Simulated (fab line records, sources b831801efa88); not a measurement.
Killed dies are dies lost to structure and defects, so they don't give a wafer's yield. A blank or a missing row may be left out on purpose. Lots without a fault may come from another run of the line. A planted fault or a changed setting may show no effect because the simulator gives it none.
Chamber matching | flow gf180mcu | GF_CONTACT_CMP_04 on cmp-02: 4 sister chambers
The step polishes SiO2. 4 wafers are shown with their chamber, then 9 later ones without.

WAFERS WITH THEIR CHAMBER
wafer  | chamber | motor_current_A (A)
L960.4 | 3       | 10.8
L966.4 | 0       | 12.5
L969.1 | 1       | 13.3
L969.5 | 2       | 10.6

WAFERS WITHOUT THEIR CHAMBER
wafer  | motor_current_A (A)
L970.4 | 11.0
L970.5 | 12.4
L970.6 | 12.7
L971.4 | 12.7
L971.5 | 12.9
L971.6 | 12.5
L972.1 | 10.6
L972.4 | 10.1
L972.5 | 10.5

WHICH CHAMBER EACH WENT THROUGH
wafer  | from the rows above     | in truth
L970.4 | can't be placed: 3 or 2 | 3
L970.5 | 0                       | 0
L970.6 | can't be placed: 0 or 1 | 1
L971.4 | can't be placed: 0 or 1 | 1
L971.5 | can't be placed: 0 or 1 | 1
L971.6 | 0                       | 0
L972.1 | can't be placed: 2 or 3 | 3
L972.4 | can't be placed: 2 or 3 | 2
L972.5 | can't be placed: 2 or 3 | 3
Placed correctly: 2 of 9. Can't be placed from these rows: 7 (the true chamber is among the candidates in 7). Placed wrongly: 0.
How it was worked out, from the rows above alone: a wafer's distance from a chamber is the root of the sum, over the readings, of the square of ((its reading less the chamber's mean) divided by the reading's scatter). The wafer belongs to the nearest chamber; if the next one is less than 2 further off, it can't be placed. A chamber's mean is the mean of its shown wafers. The scatter: with one shown wafer a chamber, the root of the mean of the squares of how far each hidden wafer lies from its nearest shown one.
